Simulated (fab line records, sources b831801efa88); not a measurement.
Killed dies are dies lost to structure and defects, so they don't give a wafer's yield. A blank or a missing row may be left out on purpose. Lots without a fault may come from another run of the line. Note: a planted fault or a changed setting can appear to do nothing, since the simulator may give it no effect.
Which tool did it? || flow gf180mcu || 33 wafers from 11 lots sampled at 3 of the route's 602 steps

== WHAT THE GAUGES SHOWED, per wafer ==
GF_V3_THK_MEAS_01.
{"lot": "L469", "measured": "day 22 13:29", "on": "film-metro-03", "V3_CVD_00_THK (nm)": "609 602 605"}
{"lot": "L472", "measured": "day 23 15:37", "on": "film-metro-01", "V3_CVD_00_THK (nm)": "589 600 589"}
{"lot": "L473", "measured": "day 23 18:45", "on": "film-metro-03", "V3_CVD_00_THK (nm)": "591 590 602"}
{"lot": "L474", "measured": "day 24 08:16", "on": "film-metro-03", "V3_CVD_00_THK (nm)": "603 603 604"}
{"lot": "L476", "measured": "day 25 00:47", "on": "film-metro-04", "V3_CVD_00_THK (nm)": "613 612 605"}
{"lot": "L477", "measured": "day 25 06:43", "on": "film-metro-01", "V3_CVD_00_THK (nm)": "1185 1183 1201"}
{"lot": "L478", "measured": "day 25 21:38", "on": "film-metro-04", "V3_CVD_00_THK (nm)": "601 592 585"}
{"lot": "L480", "measured": "day 26 07:58", "on": "film-metro-03", "V3_CVD_00_THK (nm)": "1206 1206 1215"}
{"lot": "L481", "measured": "day 26 15:13", "on": "film-metro-03", "V3_CVD_00_THK (nm)": "610 607 611"}
{"lot": "L487", "measured": "day 28 11:41", "on": "film-metro-04", "V3_CVD_00_THK (nm)": "591 591 592"}
{"lot": "L489", "measured": "day 28 21:24", "on": "film-metro-03", "V3_CVD_00_THK (nm)": "593 581 600"}

== EACH LOT AND THE TOOL THAT RAN IT (in order: tool; ch and the chambers of the sampled wafers; start) ==
{"lot": "L469", "GF_M3_STRIP_17": "plasma-asher-04 ch 0,1, day 22 12:53", "GF_V3_CVD_00": "hdpcvd-02 ch 0,1,2, day 22 13:25"}
{"lot": "L472", "GF_M3_STRIP_17": "plasma-asher-01 ch 0,1, day 23 14:59", "GF_V3_CVD_00": "hdpcvd-01 ch 0,1, day 23 15:31"}
{"lot": "L473", "GF_M3_STRIP_17": "plasma-asher-03 ch 1, day 23 18:07", "GF_V3_CVD_00": "hdpcvd-01 ch 0,1, day 23 18:38"}
{"lot": "L474", "GF_M3_STRIP_17": "plasma-asher-04 ch 0,1, day 24 07:40", "GF_V3_CVD_00": "hdpcvd-02 ch 0,1,2, day 24 08:12"}
{"lot": "L476", "GF_M3_STRIP_17": "plasma-asher-03 ch 0,1, day 25 00:11", "GF_V3_CVD_00": "hdpcvd-02 ch 0,1,2, day 25 00:43"}
{"lot": "L477", "GF_M3_STRIP_17": "plasma-asher-03 ch 0,1, day 25 05:53", "GF_V3_CVD_00": "hdpcvd-01 ch 0,1, day 25 06:25"}
{"lot": "L478", "GF_M3_STRIP_17": "plasma-asher-04 ch 0,1, day 25 21:01", "GF_V3_CVD_00": "hdpcvd-01 ch 0,1,2, day 25 21:32"}
{"lot": "L480", "GF_M3_STRIP_17": "plasma-asher-01 ch 0,1, day 26 07:04", "GF_V3_CVD_00": "hdpcvd-02 ch 0,1,2, day 26 07:39"}
{"lot": "L481", "GF_M3_STRIP_17": "plasma-asher-01 ch 0,1, day 26 14:32", "GF_V3_CVD_00": "hdpcvd-02 ch 0,1,2, day 26 15:09"}
{"lot": "L487", "GF_M3_STRIP_17": "plasma-asher-04 ch 0,1, day 28 11:05", "GF_V3_CVD_00": "hdpcvd-01 ch 0,2, day 28 11:36"}
{"lot": "L489", "GF_M3_STRIP_17": "plasma-asher-04 ch 0, day 28 20:47", "GF_V3_CVD_00": "hdpcvd-01 ch 1,2, day 28 21:19"}
- GF_M3_STRIP_17: strips in O2/N2.
- GF_V3_CVD_00: deposits SiO2, target thk 600 nm, time 100 s.

== THE ANSWER, worked out from the rows above alone ==
Rule: the lots themselves supply what counts as usual. Put in order of their means at a reading, lots are off if they are a third of the lots or fewer, leave a main group of 4 or more, and stand apart from it by a gap of 3 or more times the standard deviation of the main group's means; of several such gaps the widest counts. Not used: any main group whose means are identical at the precision the tables above print for the reading. Also off: a lot with no number at a reading for which 4 or more lots have one. Any other lot the step has rows for is counted as sound.
Off: L477, L480, at GF_V3_THK_MEAS_01 (V3_CVD_00_THK). The main group has a mean of 599 nm with a standard deviation of 7.5.
If a tool, at a process step before that reading, ran all the lots that are off and no sound lot after the first of them, it fits. Gauges at GF_V3_THK_MEAS_01: tried the same way as those tools. No candidate that was tried fits.

== WHAT THE SIMULATOR HAD PUT IN ==
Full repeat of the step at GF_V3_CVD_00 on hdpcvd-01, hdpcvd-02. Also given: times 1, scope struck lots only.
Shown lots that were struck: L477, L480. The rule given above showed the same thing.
